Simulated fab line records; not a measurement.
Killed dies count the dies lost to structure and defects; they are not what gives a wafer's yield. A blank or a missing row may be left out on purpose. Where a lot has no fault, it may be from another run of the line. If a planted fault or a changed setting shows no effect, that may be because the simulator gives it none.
The same fault as seen by 2 desks || flow sfq-line || what lay behind the numbers comes last; until then each desk has only its own

## METROLOGY DESK
Means of the sampled wafers that have a number, per lot and without regard to the tool the lot ran on: this is what the gauges read. If a lot's mean is further than 4 standard deviations from the usual mean, the lot is out of limits and carries the mark OUT (the distance appears in the brackets).
Columns: A = I2_BOW at SFQ_I2_BOW_MEAS_917, usual 1 um; B = I2_OVL at SFQ_I2_OVL_MEAS_918, usual -1 nm
{"lot": "L646", "first seen here": "day 31 08:49", "A": -7, "B": -4}
{"lot": "L653", "first seen here": "day 34 23:26", "A": 0, "B": -0}
{"lot": "L662", "first seen here": "day 37 04:46", "A": -1, "B": -2}
{"lot": "L664", "first seen here": "day 38 04:44", "A": 4, "B": 3}
{"lot": "L666", "first seen here": "day 38 23:37", "A": -3, "B": -8}
{"lot": "L668", "first seen here": "day 39 06:50", "A": 19, "B": -3}
This desk's verdict: no lot among the 6 shows anything out of limits.

## TOOL OWNER'S DESK, rie-diel-01
The tool's own readings at SFQ_TRILAYER_I2_VIA_BARC_OPEN_VIA_ETCH_096 (etches BARC in O2, target depth 125 nm, time 41.7 s): means of the sampled wafers that have a number, for each lot that ran on this tool. If a lot's mean is further than 4 standard deviations from the usual mean, the lot is out of limits and carries the mark OUT (the distance appears in the brackets).
Columns: A = drypump-motor-current-A at SFQ_TRILAYER_I2_VIA_BARC_OPEN_VIA_ETCH_096, usual 5.8 A; B = oes-product-au at SFQ_TRILAYER_I2_VIA_BARC_OPEN_VIA_ETCH_096, usual 0.684 a.u.; C = run-length-s at SFQ_TRILAYER_I2_VIA_BARC_OPEN_VIA_ETCH_096, usual 70.0 s
{"lot": "L653", "first seen here": "day 40 18:23", "A": 5.7, "B": 0.684, "C": 70.0}
{"lot": "L662", "first seen here": "day 42 17:01", "A": 5.9, "B": 0.671, "C": 71.8}
{"lot": "L664", "first seen here": "day 43 15:49", "A": 5.6, "B": 0.669, "C": "72.1 (+4.6) OUT"}
Finding of this desk: L664 out of limits; the first was L664 at day 43 15:49, on run-length-s at SFQ_TRILAYER_I2_VIA_BARC_OPEN_VIA_ETCH_096. L653, L662: within limits.

## ALL TOGETHER
The tool owner's desk had the chance to raise an alarm at day 43 15:49 on L664.
Nothing out of limits was seen by the metrology desk.
The metrology desk has L664 on record, within its limits.
Every lot named ran SFQ_TRILAYER_I2_VIA_BARC_OPEN_VIA_ETCH_096 on rie-diel-01.

## WHAT THE SIMULATOR HAD INSERTED
rie-diel-01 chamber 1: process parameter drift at SFQ_TRILAYER_I2_VIA_BARC_OPEN_VIA_ETCH_096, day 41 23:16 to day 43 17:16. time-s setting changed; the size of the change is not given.
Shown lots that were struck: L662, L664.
Each desk's first reading out of limits, in hours after the fault started: the tool owner's desk, 41.
